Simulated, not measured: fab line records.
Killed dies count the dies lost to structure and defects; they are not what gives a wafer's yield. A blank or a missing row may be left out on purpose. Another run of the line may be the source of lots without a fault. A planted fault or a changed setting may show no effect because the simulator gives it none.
A lot that was struck, set against a sound lot | flow sky130 | 17 out of 708 route steps
Sound: these wafers, L353.3, L353.4, L353.6. Wafers struck: L358.2, L358.4, L358.6. At the end, the cause is stated.
For every step that has rows: the tool of each side, followed by ch and its chambers, followed by its first start. Under that, the readings that differ: sound wafers | struck wafers | difference of the means | sigmas: that difference in standard deviations of wafers without a fault.
alike: readings whose means differ by less than 2 such deviations, and words and numbers that are the same on both sides. not compared: withheld readings, readings that some wafer has no value for, bounds like >300 that may hide the same value, and numbers for which the record gives no deviation and whose values overlap.
Wherever a step has rows on one side only, a row that says differs or no value, or a row with sigmas, the two part there. Non-overlapping numbers with no deviation appear without sigmas and do not part them. A reading that every wafer of one side lacks parts them only if that side has two wafers or more.

first, 3 steps without rows for these wafers: SKY_VIA3_EXPOSE_09 (exposes mask VIM3, target cd 200 nm); SKY_VIA3_PEB_10; SKY_VIA3_DEVELOP_11 (develop time 60 s).
SKY_VIA3_CD_MEAS_12: the cd target is 200 nm.
  sound on cd-sem-01 at day 41 07:00; struck on cd-sem-02 at day 43 17:20
  alike: cd-nm
SKY_VIA3_OVL_MEAS_13:
  sound on overlay-01 at day 41 07:05; struck on overlay-01 at day 43 17:26
  reading       | sound | struck    | difference | sigmas
  VIA3_OVL (nm) | 6 3 1 | -13 -7 -1 | -10        | -2
SKY_VIA3_ETCH_14: etches BARC in N2/H2, stops on SiO2, time 45.9 s, target depth 60 nm.
  sound on rie-diel-03 ch 0,1,3, day 41 07:07; struck on rie-diel-02 ch 0,1, day 43 17:28
  alike: drypump-motor-current-A, oes-product-au, throttle-valve-pct
  not compared: rf-hours-counter-h
SKY_VIA3_ETCH_15: etches SiO2 in C4F8/O2/Ar, stops on TiN, target depth 507 nm, time 78 s.
  sound on rie-diel-03 ch 0,1,3, day 41 07:10; struck on rie-diel-02 ch 0,1, day 43 17:30
  alike: oes-product-au
  not compared: rf-hours-counter-h
SKY_VIA3_STRIP_16: strips in O2/N2.
  sound on plasma-asher-01 ch 0,1, day 41 07:15; struck on plasma-asher-03 ch 0,1, day 43 17:34
  alike: drypump-motor-current-A, oes-product-au, strip-time-to-endpoint-s
  not compared: rf-hours-counter-h
then, 3 steps without rows for these wafers: SKY_VIA3_STRIP_17 (strips in post etch residue remover, time 1200 s); SKY_VIA3_CLEAN_18 (cleans in IPA, time 180 s); SKY_VIA3_CLEAN_19 (cleans in O3/DIW).
SKY_VIA3_SPUTTER_20: material TiN, target thk 20 nm, time 80 s.
  sound on pvd-sputter-03 at day 41 07:49; struck on pvd-sputter-02 at day 43 18:10
  reading                | sound          | struck         | difference | sigmas
  throttle-valve-pct (%) | 30.9 31.9 32.2 | 29.5 29.4 29.3 | -2.3       | -2
SKY_VIA3_CVD_21: deposits W, target thk 390 nm, time 117.31 s.
  sound on cvd-w-01 ch 0,1, day 41 07:55; struck on cvd-w-02 ch 0,1, day 43 18:13
  alike: heater-power-w
SKY_VIA3_RS_MEAS_22: measures by four-point-probe.
  sound on film-metro-03 at day 41 08:02; struck on film-metro-01 at day 43 18:22
  reading            | sound             | struck            | difference | sigmas
  VIA3_W_RS (ohm/sq) | 0.294 0.294 0.292 | 0.430 0.453 0.456 | +0.153     | +31
SKY_VIA3_THK_MEAS_23: measures by xrf.
  sound on film-metro-03 at day 41 08:08; struck on film-metro-01 at day 43 18:28
  reading         | sound       | struck      | difference | sigmas
  VIA3_W_THK (nm) | 382 381 384 | 306 291 290 | -87        | -12
SKY_VIA3_CMP_24: polishes, stops on SiO2, t overpolish 20 s, target thk 0 nm.
  sound on cmp-01 ch 1,2, day 41 08:11; struck on cmp-02 ch 0,1,3, day 43 18:37
  alike: motor-current-A, overpolish-run-s, time-to-endpoint-s
-- the record jumps here: 6 days lie between the struck wafers' starts before and after (it left off in module VIA3 and takes up again in module PAD_OPEN, whose first step shown is number 708 of the route) --
SKY_PAD_OPEN_PROBE_99:
  sound on prober-01 at day 47 03:34; struck on prober-01 at day 49 06:40
  alike: defect-limited-yield, killed_at_M0_to_M3, killed_at_M4_up, killed-at-contacts, killed-at-front-end, killed-at-other, killed-dies, killed-open, killed-short, sort_bin_3_pad_short, sort_bin_5_function, sort_bin_6_memory, sort-n-pass, sort-yield-pct

WHERE THEY PART
At SKY_VIA3_OVL_MEAS_13 first; at SKY_VIA3_THK_MEAS_23 last (within this record only). Later steps at which nothing parts them and some readings are alike: SKY_VIA3_CMP_24, SKY_PAD_OPEN_PROBE_99.

WHY: what had been put in by the simulator
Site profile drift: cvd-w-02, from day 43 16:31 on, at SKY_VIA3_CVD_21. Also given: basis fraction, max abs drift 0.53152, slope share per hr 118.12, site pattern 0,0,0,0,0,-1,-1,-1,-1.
